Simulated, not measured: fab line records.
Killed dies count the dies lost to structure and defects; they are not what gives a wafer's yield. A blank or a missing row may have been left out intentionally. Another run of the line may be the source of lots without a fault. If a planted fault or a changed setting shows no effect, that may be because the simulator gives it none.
Matching of chambers	flow sky130	SKY_VIA3_CMP_02 on cmp-02 has 4 sister chambers
The step polishes SiO2. 4 wafers are shown with their chamber, then 7 later ones without.

== EACH WAFER AND ITS CHAMBER ==
wafer	chamber	motor_current_A (A)
L282.6	3	12.9
L293.2	0	13.4
L295.1	1	11.2
L295.5	2	15.4

== WAFERS MISSING THEIR CHAMBER ==
wafer	motor_current_A (A)
L295.6	12.9
L297.3	16.1
L297.4	11.1
L297.5	15.3
L299.2	13.8
L299.5	13.8
L299.6	10.7

== EACH ONE'S CHAMBER ==
wafer	from the rows above	in truth
L295.6	can't be placed: 3 or 0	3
L297.3	2	2
L297.4	1	1
L297.5	2	2
L299.2	can't be placed: 0 or 3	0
L299.5	can't be placed: 0 or 3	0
L299.6	1	1
Correct placement for 4 of the 7. Unplaceable from these rows: 3, with the true chamber sitting among the candidates in 3. Placed wrongly: 0.
How it was worked out, from the rows above alone: a wafer's distance from a chamber is the root of the sum, over the readings, of the square of ((its reading less the chamber's mean) divided by the reading's scatter). If the next closest chamber is less than 2 further off than the closest, the wafer can't be placed; otherwise it belongs to the closest. A chamber's mean is the mean of its shown wafers. The scatter: root of mean squared gap, hidden wafer to nearest shown wafer, with one shown wafer a chamber.
